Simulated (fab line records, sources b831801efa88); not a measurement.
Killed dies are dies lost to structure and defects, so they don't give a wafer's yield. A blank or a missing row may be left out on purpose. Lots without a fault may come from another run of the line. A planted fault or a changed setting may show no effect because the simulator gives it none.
Which tool did it? | flow sky130 | 15 lots, 45 wafers sampled, at 4 steps of a route of 708

WHAT THE GAUGES READ, wafer by wafer
SKY_POLY_GATE_THK_MEAS_04.
lot  | measured     | on            | POLY_GATE_CVD_03_THK (nm)
L530 | day 15 01:38 | film_metro-04 | 75.6 75.3 75.1
L532 | day 16 07:56 | film_metro-02 | 75.0 75.2 74.7
L534 | day 16 17:17 | film_metro-02 | 73.6 73.8 73.7
L536 | day 17 03:40 | film_metro-04 | 75.0 75.1 75.1
L537 | day 17 18:32 | film_metro-02 | 73.6 74.0 74.2
L538 | day 18 05:35 | film_metro-04 | 75.1 75.1 76.1
L539 | day 18 11:56 | film_metro-04 | 75.0 76.0 75.6
L540 | day 18 11:57 | film_metro-01 | 74.8 75.7 75.0
L541 | day 18 19:23 | film_metro-04 | 76.2 75.9 76.3
L543 | day 19 20:47 | film_metro-04 | 75.8 75.5 76.2
L544 | day 20 03:08 | film_metro-01 | 75.4 74.9 74.9
L547 | day 21 11:01 | film_metro-02 | 75.9 75.3 76.0
L551 | day 23 17:59 | film_metro-02 | 74.4 75.1 75.9
L553 | day 24 11:31 | film_metro-02 | 75.7 75.9 76.4
L552 | day 24 15:07 | film_metro-04 | 75.2 75.6 76.0

SKY_POLY_GATE_THK_MEAS_21.
lot  | measured     | on            | POLY_GATE_OXIDATION_THK (nm)
L530 | day 16 06:26 | film_metro-01 | 3.91 3.83 3.80
L532 | day 17 14:31 | film_metro-02 | 4.00 3.96 3.98
L534 | day 18 00:37 | film_metro-01 | 3.96 3.97 4.00
L536 | day 18 11:03 | film_metro-01 | 3.89 3.89 3.85
L537 | day 19 02:57 | film_metro-02 | 3.93 4.04 4.05
L538 | day 19 14:54 | film_metro-02 | 4.04 3.94 4.05
L539 | day 19 22:30 | film_metro-02 | 4.00 4.01 3.99
L540 | day 19 21:02 | film_metro-01 | 4.09 4.00 3.99
L541 | day 20 05:20 | film_metro-04 | 4.16 4.09 4.02
L543 | day 21 05:41 | film_metro-02 | 3.95 4.01 3.96
L544 | day 21 12:16 | film_metro-02 | 3.87 3.95 3.94
L547 | day 22 19:23 | film_metro-04 | 4.08 4.11 4.18
L551 | day 25 00:52 | film_metro-04 | 3.88 3.80 3.83
L553 | day 25 20:15 | film_metro-01 | 4.07 4.07 4.07
L552 | day 25 23:37 | film_metro-01 | 3.99 3.98 3.98

SKY_LDD_HVN_OVL_MEAS_07.
lot  | measured     | on         | LDD_HVN_OVL (nm)
L530 | day 20 00:28 | overlay-01 | 1.9 -0.4 1.0
L532 | day 21 12:55 | overlay-02 | 1.1 1.5 0.3
L534 | day 21 22:44 | overlay-02 | 1.4 2.9 1.1
L536 | day 22 08:52 | overlay-01 | 1.3 1.8 1.6
L537 | day 23 00:52 | overlay-02 | 1.5 0.9 0.7
L538 | day 23 12:20 | overlay-01 | 2.0 3.2 2.3
L539 | day 23 20:22 | overlay-01 | 0.2 1.3 -1.2
L540 | day 23 17:59 | overlay-02 | 0.6 1.5 0.1
L541 | day 24 01:37 | overlay-01 | 1.2 0.0 1.0
L543 | day 25 00:59 | overlay-01 | -0.6 1.4 -1.0
L544 | day 25 07:40 | overlay-01 | 1.9 2.0 2.2
L547 | day 26 13:10 | overlay-02 | 1.0 1.0 1.3
L551 | day 28 17:25 | overlay-02 | - - -
L553 | day 29 11:31 | overlay-02 | - - -
L552 | day 29 13:01 | overlay-02 | - - -

WHICH TOOL RAN EACH LOT (tool, then ch and the chambers of the sampled wafers, then the start)
lot  | SKY_LDD_HVN_EXPOSE_04
L530 | iline_stepper-01 ch 0, day 19 09:02
L532 | iline_stepper-01 ch 0, day 20 21:06
L534 | iline_stepper-01 ch 0, day 21 07:42
L536 | iline_stepper-02 ch 0, day 21 17:52
L537 | iline_stepper-01 ch 0, day 22 10:05
L538 | iline_stepper-01 ch 0, day 22 21:44
L539 | iline_stepper-01 ch 0, day 23 05:38
L540 | iline_stepper-02 ch 0, day 23 03:13
L541 | iline_stepper-01 ch 0, day 23 10:55
L543 | iline_stepper-01 ch 0, day 24 10:50
L544 | iline_stepper-01 ch 0, day 24 16:31
L547 | iline_stepper-01 ch 0, day 25 22:10
L551 | iline_stepper-02, day 28 04:08
L553 | iline_stepper-01, day 28 21:37
L552 | iline_stepper-02, day 28 23:14
- SKY_LDD_HVN_EXPOSE_04: exposes mask HVNTM, target cd 700 nm.

WHAT THE TOOLS THEMSELVES READ (means of the sampled wafers that have a number; where no wafer has one, the mark that the record gives instead)
SKY_LDD_HVN_EXPOSE_04.
lot  | tool             | exposure_dose_mJ_cm2 | focus_offset_nm (nm)
L530 | iline_stepper-01 | 127.11               | -0.2
L532 | iline_stepper-01 | 127.18               | 0.2
L534 | iline_stepper-01 | 127.01               | -0.9
L536 | iline_stepper-02 | 127.12               | -0.3
L537 | iline_stepper-01 | 126.88               | -0.2
L538 | iline_stepper-01 | 127.09               | 0.8
L539 | iline_stepper-01 | 126.98               | -0.0
L540 | iline_stepper-02 | 126.84               | 0.2
L541 | iline_stepper-01 | 127.12               | -0.3
L543 | iline_stepper-01 | 127.03               | -0.8
L544 | iline_stepper-01 | 127.02               | 0.2
L547 | iline_stepper-01 | 127.14               | 0.0
L551 | iline_stepper-02 | -                    | -
L553 | iline_stepper-01 | -                    | -
L552 | iline_stepper-02 | -                    | -

THE ANSWER, worked out from the rows above alone
Rule: what is usual is taken from the lots themselves. Put in order of their means at a reading, lots are off if they are a third of the lots or fewer, leave a main group of 4 or more, and stand apart from it by a gap of 3 or more times the standard deviation of the main group's means; of several such gaps the widest counts. A main group whose means are all the same, to the digits that the tables above print for the reading, isn't used. A lot without any number at a reading at which 4 lots or more have one is off too. The other lots that the step has rows for count as sound. The gauges are gone through in route order, then the tools' own readings, and for those a lot's mean is taken as printed above. The first step at which some lot is off is used, and at that step the reading that is off furthest; a lot without a number counts as furthest.
Off: L551, L553, L552, at SKY_LDD_HVN_OVL_MEAS_07 (LDD_HVN_OVL). Without a number there: L551, L553, L552. The main group: mean 1.1 nm, standard deviation 0.72.
A tool fits if, at a process step before that reading, it ran every lot that is off, and no sound lot after the first of them. The gauges at SKY_LDD_HVN_OVL_MEAS_07 aren't tried: what is off there is off at SKY_LDD_HVN_EXPOSE_04 too, on other tools, and a gauge's error can't cause that. None of those tried fits.

WHAT THE SIMULATOR HAD PUT IN
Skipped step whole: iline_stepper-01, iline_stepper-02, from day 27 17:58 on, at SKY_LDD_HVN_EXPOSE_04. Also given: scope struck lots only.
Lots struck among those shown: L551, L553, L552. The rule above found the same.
